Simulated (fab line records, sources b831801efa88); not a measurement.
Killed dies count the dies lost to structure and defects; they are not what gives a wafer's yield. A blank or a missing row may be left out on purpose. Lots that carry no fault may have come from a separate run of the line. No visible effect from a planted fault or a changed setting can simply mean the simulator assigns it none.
Which tool is to blame? ; flow sky130 ; 11 lots, 33 wafers sampled, at 1 step of a route of 708

## WHAT THE GAUGES SHOWED, per wafer
SKY_SD_N_TW_MEAS_12.
lot;measured;on;SD_N_TW
L460;day 28 14:17;filmMetro-03;3971 3963 3993
L461;day 29 00:09;filmMetro-03;3950 3938 3950
L462;day 29 16:58;filmMetro-02;3968 3959 3973
L471;day 32 10:05;filmMetro-01;4036 4051 4019
L472;day 32 20:50;filmMetro-01;3995 3989 3971
L473;day 33 11:01;filmMetro-01;4045 4020 4014
L475;day 34 04:11;filmMetro-02;3932 3955 3926
L477;day 34 08:08;filmMetro-02;3966 3961 3933
L479;day 35 05:31;filmMetro-03;3952 3938 3950
L480;day 35 06:35;filmMetro-03;3980 3983 3957
L481;day 35 11:53;filmMetro-01;4008 3964 3988

## TOOL THAT RAN EACH LOT (tool first, then ch and the chambers of the sampled wafers, then the start)
The record holds no process step before these readings.

## THE ANSWER, worked out from the rows above alone
Rule: usual is defined by the lots themselves. The widest of any qualifying gaps counts: lots, ordered by their means at a reading, are off when they make up no more than a third of the lots, leave a main group of 4 or more, and stand apart from it by 3 or more times the standard deviation of that group's means. If all means in a main group match to the digits the tables above print for the reading, that group is not used. Also off: a lot with no number at a reading for which 4 or more lots have one. All remaining lots with rows at the step are treated as sound.
No lot is off at any reading shown: from this, nothing can be told.

## WHAT THE SIMULATOR PUT IN
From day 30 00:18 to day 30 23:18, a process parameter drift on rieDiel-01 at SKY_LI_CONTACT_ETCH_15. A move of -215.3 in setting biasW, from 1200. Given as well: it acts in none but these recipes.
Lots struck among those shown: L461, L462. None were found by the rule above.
